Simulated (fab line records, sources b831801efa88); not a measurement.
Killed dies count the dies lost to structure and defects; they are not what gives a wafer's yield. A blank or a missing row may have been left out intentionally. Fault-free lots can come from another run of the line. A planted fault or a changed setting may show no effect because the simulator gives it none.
Problem report in the 8D (eight disciplines) form, filled by code | flow sky130 | the parts of the form that need people (team, actions taken, sign-off) are left out

== 1. PROBLEM STATEMENT ==
Wafers free of any fault read 4028 (standard deviation 22) for POLY_GATE_TW at SKY_RES_PROTECT_TW_MEAS_08, against a mean of 3637 on 6 wafers of 2 lots. That puts it -18 standard deviations away from the usual mean.
First seen on wafer L118.1, day 18 02:22, on filmMetro-03. At this step, 33 wafers from 11 lots have a number in the record. Rule for "out", or "out of limits": more than 4 standard deviations from the usual mean. All remaining wafers that have a number are taken as sound.

== 2. WHAT IT IS AND WHAT IT IS NOT ==
question                    | is                     | is not
which readings at this step | POLY_GATE_TW           | -
which lots                  | L118, L120             | L110, L112, L113, L127, L128, L130, L131, L132, L133
which wafers of those lots  | all that have a number | -
read on which gauges        | filmMetro-03           | filmMetro-02, filmMetro-04
when                        | from day 18 02:22      | up to then (9 sound wafers); but 18 sound wafers of L127, L128, L130, L131, L132, L133 came after

== 3. WHAT RULES OUT EACH SUSPECT ==
Counting: a tool at a process step up to the reading stays a suspect if it ran every lot that is out and no sound lot after the first of them.
- ruled out: the gauge at SKY_RES_PROTECT_TW_MEAS_08. All the wafers that are out were read on filmMetro-03, but those of them that SKY_POLY_GATE_IMPLANT_02 has rows for are out there too, on other tools.
- implanter-02 at SKY_POLY_GATE_IMPLANT_02: ruled out as a lasting fault. Following L118 (day 18 02:07), the first lot on it that is out, the sound lots L127, L128, L131, L132, L133 were run on it.
- plasmaAsher-02 at SKY_RES_PROTECT_STRIP_07 (strips in O2/N2): ruled out as a lasting fault. Following L118 (day 18 02:16), the first lot on it that is out, the sound lots L131 were run on it.
Left after counting: nothing in the record.

== 4. THE CAUSE (what the simulator had put in) ==
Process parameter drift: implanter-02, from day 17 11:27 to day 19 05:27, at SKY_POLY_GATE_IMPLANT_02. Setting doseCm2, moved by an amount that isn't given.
It was ruled out by counting, in error; the rule expects a fault to strike all lots run on its tool from its start on, and this fault did not.

== 5. THE CHAIN OF EFFECTS, in route order ==
One row per reading whose mean, taken over the struck wafers that have a number, lies over 3 standard deviations from the usual. Readings are gone through only where the record gives a usual standard deviation; hours: the median, over the lots, of the time from a lot's start at the first step in this table giving one to that lot's start at this step; sigmas: the change measured in usual standard deviations.
hours | step                       | reading                | usual         | on struck wafers | change    | sigmas
0     | SKY_POLY_GATE_IMPLANT_02   | beamOnS                | 34 s          | 11               | -23       | -4.3
0     | SKY_POLY_GATE_IMPLANT_02   | doseIonsCm2            | 7.7e+15       | 2.8e+15          | -4.9e+15  | -99 or more
0     | SKY_POLY_GATE_IMPLANT_02   | endStationPressureTorr | 1.14e-05 Torr | 1.68e-05         | +5.40e-06 | +3.2
0     | SKY_RES_PROTECT_STRIP_07   | oesProductAu           | 0.518 a.u.    | 0.578            | +0.060    | +13
0     | SKY_RES_PROTECT_STRIP_07   | stripTimeToEndpointS   | 23.30 s       | 19.36            | -3.95     | -82
0     | SKY_RES_PROTECT_TW_MEAS_08 | POLY_GATE_TW           | 4028          | 3637             | -391      | -18
Its process steps:
- SKY_POLY_GATE_IMPLANT_02
- SKY_RES_PROTECT_STRIP_07: strips in O2/N2.
At these later measuring or inspecting steps, every struck wafer for which the step has a row has a number for every such reading, and none has moved that far: SKY_LDD_P_CD_MEAS_07, SKY_SD_P_CD_MEAS_07.

== 6. WHAT WOULD HAVE CAUGHT IT SOONER ==
Counted from the fault's start at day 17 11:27, it took 15 hours until the first out-of-limits reading at a measuring or inspecting step in this record, taken at day 18 02:22.
At SKY_POLY_GATE_IMPLANT_02, the tool's own readings (beamOnS, doseIonsCm2) were out on each struck wafer the step has a row for, so an alarm limit on them would have fired on the first such wafer.
